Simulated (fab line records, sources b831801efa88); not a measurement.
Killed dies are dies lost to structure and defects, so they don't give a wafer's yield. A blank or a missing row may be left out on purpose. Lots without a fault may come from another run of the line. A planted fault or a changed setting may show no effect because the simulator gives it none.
One fault seen from 2 desks | flow sfq_line | each desk has only its own numbers; what lay behind them comes last

THE METROLOGY DESK
What the gauges read, lot by lot, whatever tool the lot ran on: means of the sampled wafers that have a number. A lot is out of limits, marked OUT, if its mean lies more than 4 standard deviations from the usual mean; the brackets give that distance.
Columns: A = I0_BOW at SFQ_I0_BOW_MEAS_907, usual 1 um
lot  | first seen here | A
L279 | day 10 11:34    | 2
L280 | day 10 15:40    | -1
L281 | day 11 01:58    | -1
L283 | day 11 17:49    | 6
L284 | day 12 05:46    | -2
L285 | day 12 16:35    | 4
L286 | day 12 22:35    | -1
L289 | day 13 17:11    | 0
L291 | day 14 02:47    | 2
L298 | day 17 17:56    | -7
L299 | day 18 08:41    | 9
L300 | day 18 21:55    | 4
L301 | day 19 14:01    | 6
L302 | day 19 23:12    | 4
This desk's finding: nothing out of limits on any of the 14 lots.

THE TOOL OWNER'S DESK: cmp-02
The tool's own readings at SFQ_TRILAYER_I0_CMP_CMP_028 (polishes SiO2): means of the sampled wafers that have a number, for each lot that ran on this tool. A lot is out of limits, marked OUT, if its mean lies more than 4 standard deviations from the usual mean; the brackets give that distance.
Columns: A = motor_current_A at SFQ_TRILAYER_I0_CMP_CMP_028, usual 10.5 A; B = time_to_endpoint_s at SFQ_TRILAYER_I0_CMP_CMP_028, usual 216 s
lot  | first seen here | A    | B
L279 | day 10 09:03    | 10.3 | 222
L281 | day 10 23:26    | 10.7 | 212
L285 | day 12 13:35    | 10.6 | 222
L286 | day 12 20:35    | 10.7 | 225
L289 | day 13 15:10    | 10.7 | 227
L291 | day 13 23:46    | 10.6 | 221
L298 | day 17 14:52    | 11.7 | 218
L300 | day 18 18:55    | 10.3 | 218
L302 | day 19 20:12    | 10.7 | 213
This desk's finding: nothing out of limits on any of the 9 lots.

PUT TOGETHER
The metrology desk saw nothing out of limits.
The tool owner's desk saw nothing out of limits.

WHAT THE SIMULATOR HAD PUT IN
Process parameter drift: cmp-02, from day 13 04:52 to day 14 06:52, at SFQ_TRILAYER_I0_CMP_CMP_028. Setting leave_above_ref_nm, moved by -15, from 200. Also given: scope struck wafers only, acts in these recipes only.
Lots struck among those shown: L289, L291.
